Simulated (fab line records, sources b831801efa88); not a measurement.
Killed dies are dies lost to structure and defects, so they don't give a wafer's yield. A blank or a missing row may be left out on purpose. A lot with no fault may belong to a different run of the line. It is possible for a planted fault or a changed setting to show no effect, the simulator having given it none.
Which tool did it? -- flow sky130 -- 21 wafers from 7 lots sampled at 3 of the route's 708 steps

== WHAT EACH GAUGE READ, for each wafer ==
SKY_VT_ADJUST_LVTN_TW_MEAS_21.
lot,measured,on,VT_ADJUST_LVTN_2_TW
L967,day 7 16:58,film-metro-01,188.7 187.9 187.0
L973,day 9 09:35,film-metro-04,29.6 29.7 29.5
L979,day 11 04:04,film-metro-01,189.8 188.7 189.0
L982,day 12 21:07,film-metro-04,185.4 186.2 184.9
L984,day 13 07:36,film-metro-04,184.5 183.8 184.8
L986,day 13 23:19,film-metro-02,193.0 191.7 192.9
L988,day 14 09:01,film-metro-01,189.4 189.2 190.8

== WHAT TOOL EACH LOT RAN ON (gives the tool, then ch and the chambers of the sampled wafers, and finally the start) ==
lot,SKY_FIELD_ISO_ETCH_14,SKY_VT_ADJUST_LVTN_IMPLANT_19
L967,"rie-diel-03 ch 0,3, day 2 10:37","implanter-03 ch 0, day 7 16:43"
L973,"rie-diel-03 ch 0,1,3, day 3 17:07","implanter-04, day 9 09:22"
L979,"rie-diel-02 ch 0,1,2, day 5 00:17","implanter-03 ch 0, day 11 03:49"
L982,"rie-diel-02 ch 0,1, day 5 15:26","implanter-03 ch 0, day 12 20:52"
L984,"rie-diel-03 ch 0,1, day 6 01:07","implanter-04 ch 0, day 13 07:21"
L986,"rie-diel-04 ch 0,1,2, day 6 14:08","implanter-04 ch 0, day 13 23:05"
L988,"rie-diel-04 ch 0,2,3, day 7 06:22","implanter-02 ch 0, day 14 08:46"
- SKY_FIELD_ISO_ETCH_14: etches BARC in N2/H2, stops on SiO2, time 45.9 s, target depth 60 nm.
- SKY_VT_ADJUST_LVTN_IMPLANT_19

== THE ANSWER, worked out from the rows above alone ==
Rule: the usual values come from the lots themselves. The widest of any qualifying gaps counts: lots, ordered by their means at a reading, are off when they make up no more than a third of the lots, leave a main group of 4 or more, and stand apart from it by 3 or more times the standard deviation of that group's means. The tables above print the reading to a certain number of digits; a main group whose means all agree to those digits is not used. A lot without any number at a reading at which 4 lots or more have one is off too. Any other lot the step has rows for is counted as sound.
Off: at SKY_VT_ADJUST_LVTN_TW_MEAS_21 (VT_ADJUST_LVTN_2_TW), L973. For the main group the mean is 188.2 and the standard deviation 2.7.
If a tool, at a process step before that reading, ran all the lots that are off and no sound lot after the first of them, it fits. Gauges at SKY_VT_ADJUST_LVTN_TW_MEAS_21: tried the same way as those tools. Of those tried, none fits.

== WHAT WAS PUT IN BY THE SIMULATOR ==
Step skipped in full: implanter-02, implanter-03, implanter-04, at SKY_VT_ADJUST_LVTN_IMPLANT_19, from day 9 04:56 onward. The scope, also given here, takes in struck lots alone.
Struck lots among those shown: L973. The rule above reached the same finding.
